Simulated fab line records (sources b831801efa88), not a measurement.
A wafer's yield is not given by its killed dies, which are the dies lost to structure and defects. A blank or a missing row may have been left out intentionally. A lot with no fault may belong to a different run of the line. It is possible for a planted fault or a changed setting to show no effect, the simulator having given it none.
Matching of chambers    flow gf180mcu    4 sister chambers for GF_V2_CMP_04 on cmp-01
The step polishes SiO2. 4 wafers are shown with their chamber, then 7 later ones without.

WAFERS, EACH WITH ITS CHAMBER
wafer   chamber  motor_current_A (A)
L343.4  2        12.5
L344.2  0        10.6
L351.1  3        13.4
L351.3  1        12.1

WAFERS WHOSE CHAMBER IS MISSING
wafer   motor_current_A (A)
L351.6  13.3
L354.3  11.1
L354.4  11.7
L354.5  10.8
L355.1  11.2
L355.3  12.4
L355.4  13.6

CHAMBER TAKEN BY EACH
wafer   from the rows above           in truth
L351.6  can't be placed: 3 or 2       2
L354.3  can't be placed: 0 or 1       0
L354.4  can't be placed: 1 or 2 or 0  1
L354.5  0                             0
L355.1  can't be placed: 0 or 1 or 2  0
L355.3  can't be placed: 2 or 1       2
L355.4  3                             3
Correctly placed: 2 of 7. Cannot be placed on the basis of these rows: 5; the candidates contain the true chamber in 5. Number placed wrongly: 0.
How it was worked out, from the rows above alone: a wafer's distance from a chamber is the root of the sum, over the readings, of the square of ((its reading less the chamber's mean) divided by the reading's scatter). The wafer belongs to the nearest chamber; if the next one is less than 2 further off, it can't be placed. Each chamber's mean is taken over the wafers shown for it. The scatter: with one shown wafer a chamber, the root of the mean of the squares of how far each hidden wafer lies from its nearest shown one.
